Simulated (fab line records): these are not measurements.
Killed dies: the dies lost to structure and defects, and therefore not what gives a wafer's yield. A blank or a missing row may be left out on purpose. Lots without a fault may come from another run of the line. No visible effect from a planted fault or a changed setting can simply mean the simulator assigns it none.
Struck lot and sound lot, side by side || flow sky130 || 25 out of 708 route steps
Sound: wafers L831.4, L831.5, L831.6. Struck: wafers L834.1, L834.2, L834.5. The cause is named last.
For every step that has rows: the tool of each side, followed by ch and its chambers, followed by its first start. Under that, the readings that differ: sound wafers || struck wafers || difference of the means || sigmas: that difference in standard deviations of wafers without a fault.
alike: words and numbers the same on both sides, and readings whose means are apart by under 2 such deviations; not compared: readings that were withheld, readings missing a value for some wafer, numbers with overlapping values and no deviation given by the record, and bounds like >300 which may hide the same value.
A row with sigmas, a row that says differs or no value, or rows on one side alone: a step with any of these is where the two part. Numbers that don't overlap but have no deviation are shown without sigmas and don't part them. Lack of a reading on every wafer of one side parts them only where that side has two or more wafers.

SKY_NWELL_RS_MEAS_31: measurement is done with a four-point probe.
  sound: film metro-02 at day 7 04:38; struck: film metro-03 at day 7 18:07
{"reading": "PWDE_RS (ohm/sq)", "sound": "5228 5244 5242", "struck": "5287 5265 5260", "difference": "+33", "sigmas": "+2"}
then, 7 steps without rows for these wafers: SKY_VT_ADJUST_HVTP_DEHYDRATE_00 (time 60 s); SKY_VT_ADJUST_HVTP_HMDS_01 (prime time 60 s); SKY_VT_ADJUST_HVTP_COAT_02 (resist thk 1140 nm); SKY_VT_ADJUST_HVTP_SOFTBAKE_03 (time 60 s); SKY_VT_ADJUST_HVTP_EXPOSE_04 (exposes mask HVTPM, target cd 380 nm); SKY_VT_ADJUST_HVTP_PEB_05; SKY_VT_ADJUST_HVTP_DEVELOP_06 (develop time 60 s).
SKY_VT_ADJUST_HVTP_CD_MEAS_07 targets a cd of 380 nm.
  sound: cd sem-02 at day 7 23:38; struck: cd sem-01 at day 8 13:55
  alike: cd nm
SKY_VT_ADJUST_HVTP_OVL_MEAS_08:
  sound: overlay-01 at day 7 23:43; struck: overlay-02 at day 8 14:02
  alike: VT_ADJUST_HVTP_OVL
following that, these wafers have no rows for 1 step: SKY_VT_ADJUST_HVTP_IMPLANT_09.
SKY_VT_ADJUST_HVTP_STRIP_10: strips in O2/N2.
  sound on plasma asher-03 ch 0,1, day 7 23:55; struck on plasma asher-04 ch 0,1, day 8 14:14
{"reading": "oes product au (a.u.)", "sound": "0.715 0.712 0.721", "struck": "0.943 0.943 0.944", "difference": "+0.227", "sigmas": "+49"}
{"reading": "strip time to endpoint s (s)", "sound": "14.21 14.16 14.12", "struck": "- - -", "difference": "no value on the struck wafers", "sigmas": ""}
{"reading": "model.NOVOLAK_of_VT_ADJUST_HVTP_COAT_02.thk nm (nm)", "sound": "0 0 0", "struck": "362.9 362.7 361.8", "difference": "+362.5", "sigmas": ""}
  alike: drypump motor current A
  not compared: rf hours counter h
SKY_VT_ADJUST_HVTP_TW_MEAS_11:
  sound: film metro-03 at day 8 00:01; struck: film metro-04 at day 8 14:20
  alike: VT_ADJUST_HVTP_TW
then, 7 steps without rows for these wafers: SKY_VT_ADJUST_LVTN_DEHYDRATE_00 (time 60 s); SKY_VT_ADJUST_LVTN_HMDS_01 (prime time 60 s); SKY_VT_ADJUST_LVTN_COAT_02 (resist thk 3000 nm); SKY_VT_ADJUST_LVTN_SOFTBAKE_03; SKY_VT_ADJUST_LVTN_EXPOSE_04 (exposes mask NWM COMPLEMENT LESS NATIVE, target cd 840 nm); SKY_VT_ADJUST_LVTN_PEB_05; SKY_VT_ADJUST_LVTN_DEVELOP_06 (develop time 60 s).
SKY_VT_ADJUST_LVTN_OVL_MEAS_07:
  sound: overlay-02 at day 8 23:01; struck: overlay-01 at day 9 12:22
  alike: VT_ADJUST_LVTN_OVL
following that, these wafers have no rows for 1 step: SKY_VT_ADJUST_LVTN_IMPLANT_08.
SKY_VT_ADJUST_LVTN_STRIP_09: strips in O2/N2.
  sound on plasma asher-01 ch 0,1, day 8 23:13; struck on plasma asher-02 ch 0,1, day 9 12:33
{"reading": "strip time to endpoint s (s)", "sound": "36.78 36.81 36.76", "struck": "42.26 42.29 42.15", "difference": "+5.45", "sigmas": "+42"}
  alike: drypump motor current A, oes product au
  not compared: rf hours counter h
SKY_VT_ADJUST_LVTN_TW_MEAS_10:
  sound: film metro-01 at day 8 23:19; struck: film metro-01 at day 9 12:39
{"reading": "VT_ADJUST_LVTN_TW", "sound": "242.3 243.1 241.6", "struck": "30.0 30.1 30.0", "difference": -212.3, "sigmas": "-99 or more"}
then, 1 step without rows for these wafers: SKY_VT_ADJUST_LVTN_DEHYDRATE_11 (time 60 s).

== WHERE THEY PART ==
Last at SKY_VT_ADJUST_LVTN_TW_MEAS_10 as far as this record goes, first at SKY_NWELL_RS_MEAS_31.

WHY: what had been put in by the simulator
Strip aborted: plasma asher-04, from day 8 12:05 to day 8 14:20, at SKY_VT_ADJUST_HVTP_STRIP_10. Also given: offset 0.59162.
